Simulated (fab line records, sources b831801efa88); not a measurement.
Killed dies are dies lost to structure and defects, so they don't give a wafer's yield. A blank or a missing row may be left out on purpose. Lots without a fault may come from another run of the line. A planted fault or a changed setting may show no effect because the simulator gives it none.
Which tool did it? | flow sfq_line | 6 lots, 18 wafers sampled, at 4 steps of a route of 325

WHAT THE GAUGES READ, wafer by wafer
SFQ_I4_BOW_MEAS_927.
lot  | measured     | on            | I4_BOW (um)
L733 | day 57 05:17 | film_metro-01 | 6 -4 4
L736 | day 58 10:07 | film_metro-04 | 1 2 8
L742 | day 60 07:55 | film_metro-02 | 0 7 7
L749 | day 62 11:07 | film_metro-04 | 9 5 18
L751 | day 62 20:43 | film_metro-01 | -6 4 -7
L753 | day 63 08:40 | film_metro-04 | -15 -20 -12

WHICH TOOL RAN EACH LOT (tool, then ch and the chambers of the sampled wafers, then the start)
lot  | SFQ_TRILAYER_I1_CMP_CMP_046   | SFQ_TRILAYER_I1_METRO_MEASURE_047 | SFQ_TRILAYER_I1_VIA_ETCH_VIA_ETCH_052
L733 | cmp-02 ch 0,1,3, day 19 04:07 | film_metro-03, day 19 07:14       | rie_diel-03 ch 0,2,3, day 26 00:55
L736 | cmp-02 ch 0,1,2, day 21 07:33 | film_metro-04, day 21 10:22       | rie_diel-04 ch 0,1,2, day 27 22:38
L742 | cmp-02 ch 0,1,2, day 23 07:47 | film_metro-03, day 23 10:54       | rie_diel-01 ch 0,1,3, day 29 22:53
L749 | cmp-01 ch 0,2,3, day 27 15:02 | film_metro-04, day 27 17:33       | rie_diel-04 ch 0,1,2, day 34 01:57
L751 | cmp-02 ch 0,1,2, day 33 03:27 | film_metro-03, day 33 06:28       | rie_diel-03 ch 1,2,3, day 39 18:02
L753 | cmp-01 ch 0,1,3, day 34 00:21 | film_metro-03, day 34 02:58       | rie_diel-04 ch 0,2, day 40 09:38
- SFQ_TRILAYER_I1_CMP_CMP_046: polishes SiO2.
- SFQ_TRILAYER_I1_METRO_MEASURE_047
- SFQ_TRILAYER_I1_VIA_ETCH_VIA_ETCH_052: etches SiO2 in CHF3, stops on Nb, target depth 260 nm.

THE ANSWER, worked out from the rows above alone
Rule: what is usual is taken from the lots themselves. Put in order of their means at a reading, lots are off if they are a third of the lots or fewer, leave a main group of 4 or more, and stand apart from it by a gap of 3 or more times the standard deviation of the main group's means; of several such gaps the widest counts. A main group whose means are all the same, to the digits that the tables above print for the reading, isn't used. A lot without any number at a reading at which 4 lots or more have one is off too. The other lots that the step has rows for count as sound.
No lot is off at any reading shown: from this, nothing can be told.

WHAT THE SIMULATOR HAD PUT IN
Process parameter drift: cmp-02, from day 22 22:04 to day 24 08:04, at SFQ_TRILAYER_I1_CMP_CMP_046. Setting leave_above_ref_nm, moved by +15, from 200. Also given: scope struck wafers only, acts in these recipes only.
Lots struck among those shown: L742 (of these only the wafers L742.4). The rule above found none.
